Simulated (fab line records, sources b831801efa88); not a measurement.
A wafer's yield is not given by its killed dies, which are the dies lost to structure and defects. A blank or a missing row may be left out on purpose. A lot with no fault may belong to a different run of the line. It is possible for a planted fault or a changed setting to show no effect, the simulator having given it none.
Comparing a struck lot with a sound one + flow sky130 + 43 out of 708 route steps
Sound: wafers L413.1, L413.3, L413.4. Struck: wafers L423.1, L423.3, L423.5. The cause is named last.
For every step that has rows: the tool of each side, followed by ch and its chambers, followed by its first start. Under that, the readings that differ: sound wafers + struck wafers + difference of the means + sigmas: that difference in standard deviations of wafers without a fault.
alike: readings with means less than 2 such deviations apart, plus words and numbers identical on both sides. not compared: withheld readings, readings lacking a value on some wafer, bounds such as >300 that could conceal the same value, and numbers that have no deviation in the record and whose values overlap.
Wherever a step has rows on one side only, a row that says differs or no value, or a row with sigmas, the two part there. Numbers that have no deviation but don't overlap get no sigmas and don't part them. Lack of a reading on every wafer of one side parts them only where that side has two or more wafers.

first, 6 steps without rows for these wafers: SKY_SONOS_TUNNEL_HMDS_01 (prime time 60 s); SKY_SONOS_TUNNEL_COAT_02 (resist thk 1140 nm); SKY_SONOS_TUNNEL_SOFTBAKE_03 (time 60 s); SKY_SONOS_TUNNEL_EXPOSE_04 (exposes mask TUNM, target cd 410 nm); SKY_SONOS_TUNNEL_PEB_05; SKY_SONOS_TUNNEL_DEVELOP_06 (develop time 60 s).
SKY_SONOS_TUNNEL_CD_MEAS_07: target cd 410 nm.
  sound on cd-sem-02 at day 13 23:37; struck on cd-sem-01 at day 17 00:52
| reading    | sound             | struck            | difference | sigmas |
|------------|-------------------|-------------------|------------|--------|
| cd-nm (nm) | 415.5 418.3 416.6 | 411.4 411.1 411.7 | -5.4       | -2     |
SKY_SONOS_TUNNEL_OVL_MEAS_08:
  sound on overlay-01 at day 13 23:44; struck on overlay-02 at day 17 00:59
  alike: SONOS_TUNNEL_OVL
then, 3 steps without rows for these wafers: SKY_SONOS_TUNNEL_IMPLANT_09; SKY_SONOS_TUNNEL_WET_ETCH_10 (etches SiO2 in dHF, target depth 14 nm, time 280 s); SKY_SONOS_TUNNEL_STRIP_11 (strips in SPM, time 600 s).
SKY_SONOS_TUNNEL_TW_MEAS_12:
  sound on film-metro-04 at day 14 00:26; struck on film-metro-01 at day 17 01:26
  alike: SONOS_TUNNEL_TW
SKY_SONOS_TUNNEL_CLEAN_13: cleans in dHF, time 20 s.
  sound on wet-bench-02 ch 3, day 14 00:29; struck on wet-bench-04 ch 0, day 17 01:30
then, 1 step without rows for these wafers: SKY_SONOS_ONO_OXIDATION_00 (stabilise 600 s, purge 300 s, target thk 2.6 nm).
SKY_SONOS_ONO_THK_MEAS_01:
  sound on film-metro-03 at day 14 04:09; struck on film-metro-04 at day 17 03:43
  alike: SONOS_ONO_OXIDATION_THK
then, 1 step without rows for these wafers: SKY_SONOS_ONO_CVD_02 (deposits Si3N4 from DCS/NH3, target thk 10.5 nm, time 180 s).
SKY_SONOS_ONO_THK_MEAS_03:
  sound on film-metro-03 at day 14 05:47; struck on film-metro-04 at day 17 06:11
  alike: SONOS_ONO_CVD_02_THK
then, 1 step without rows for these wafers: SKY_SONOS_ONO_CVD_04 (deposits SiO2 from SiH4/N2O, target thk 5.7199 nm).
SKY_SONOS_ONO_THK_MEAS_05:
  sound on film-metro-04 at day 14 07:05; struck on film-metro-02 at day 17 07:29
  alike: SONOS_ONO_CVD_04_THK
then, 7 steps without rows for these wafers: SKY_SONOS_ONO_DEHYDRATE_06 (time 60 s); SKY_SONOS_ONO_HMDS_07 (prime time 60 s); SKY_SONOS_ONO_COAT_08 (resist thk 1140 nm); SKY_SONOS_ONO_SOFTBAKE_09 (time 60 s); SKY_SONOS_ONO_EXPOSE_10 (exposes mask ONOM, target cd 410 nm); SKY_SONOS_ONO_PEB_11; SKY_SONOS_ONO_DEVELOP_12 (develop time 60 s).
SKY_SONOS_ONO_CD_MEAS_13: target cd 410 nm.
  sound on cd-sem-01 at day 15 09:25; struck on cd-sem-01 at day 18 13:22
  alike: cd-nm
SKY_SONOS_ONO_OVL_MEAS_14:
  sound on overlay-02 at day 15 09:32; struck on overlay-02 at day 18 13:29
  alike: SONOS_ONO_OVL
SKY_SONOS_ONO_ETCH_15: etches the open film in CHF3/O2, target depth 19.52 nm, time 7.8 s.
  sound on rie-diel-04 ch 0,2, day 15 09:34; struck on rie-diel-03 ch 0,1,2, day 18 13:32
  alike: drypump-motor-current-A, oes-product-au, throttle-valve-pct
  not compared: rf-hours-counter-h
then, 1 step without rows for these wafers: SKY_SONOS_ONO_WET_ETCH_16 (etches SiO2 in dHF, target depth 14 nm, time 280 s).
SKY_SONOS_ONO_STRIP_17: strips in O2/N2.
  sound on plasma-asher-03 ch 0,1, day 15 09:41; struck on plasma-asher-02 ch 0,1, day 18 13:38
  alike: drypump-motor-current-A, oes-product-au, strip-time-to-endpoint-s
  not compared: rf-hours-counter-h
then, 3 steps without rows for these wafers: SKY_SONOS_ONO_WET_ETCH_18 (etches Si3N4 in H3PO4, target depth 15 nm, time 172 s); SKY_GATE_OXIDE_CLEAN_00 (cleans in SC1/SC2, time 150 s); SKY_GATE_OXIDE_OXIDATION_01 (stabilise 600 s, purge 300 s, target thk 10.268 nm).
SKY_GATE_OXIDE_THK_MEAS_02:
  sound on film-metro-04 at day 15 12:17; struck on film-metro-01 at day 18 16:32
| reading                          | sound             | struck            | difference | sigmas |
|----------------------------------|-------------------|-------------------|------------|--------|
| GATE_OXIDE_OXIDATION_00_THK (nm) | 10.73 10.73 10.77 | 10.24 10.05 10.27 | -0.56      | -3     |
then, 7 steps without rows for these wafers: SKY_GATE_OXIDE_DEHYDRATE_03 (time 60 s); SKY_GATE_OXIDE_HMDS_04 (prime time 60 s); SKY_GATE_OXIDE_COAT_05 (resist thk 1140 nm); SKY_GATE_OXIDE_SOFTBAKE_06 (time 60 s); SKY_GATE_OXIDE_EXPOSE_07 (exposes mask LVOM, target cd 600 nm); SKY_GATE_OXIDE_PEB_08; SKY_GATE_OXIDE_DEVELOP_09 (develop time 60 s).
-- here the record skips 31 days between the struck wafers' starts before and after, leaving off in module GATE_OXIDE and picking up in module PAD_OPEN (first step shown: number 708 of the route) --
SKY_PAD_OPEN_PROBE_99:
  sound on prober-02 at day 48 02:40; struck on prober-02 at day 50 02:56
| reading             | sound    | struck      | difference | sigmas |
|---------------------|----------|-------------|------------|--------|
| killed-at-front-end | 16 14 16 | 77 67 60    | +53        | +13    |
| killed-dies         | 86 76 78 | 131 129 126 | +49        | +5     |
  alike: killed_at_M0_to_M3, killed_at_M4_up, killed-at-contacts, killed-at-other, killed-open, killed-short

WHERE THEY PART
Last at SKY_PAD_OPEN_PROBE_99 as far as this record goes, first at SKY_SONOS_TUNNEL_CD_MEAS_07.

WHY: the cause the simulator had injected
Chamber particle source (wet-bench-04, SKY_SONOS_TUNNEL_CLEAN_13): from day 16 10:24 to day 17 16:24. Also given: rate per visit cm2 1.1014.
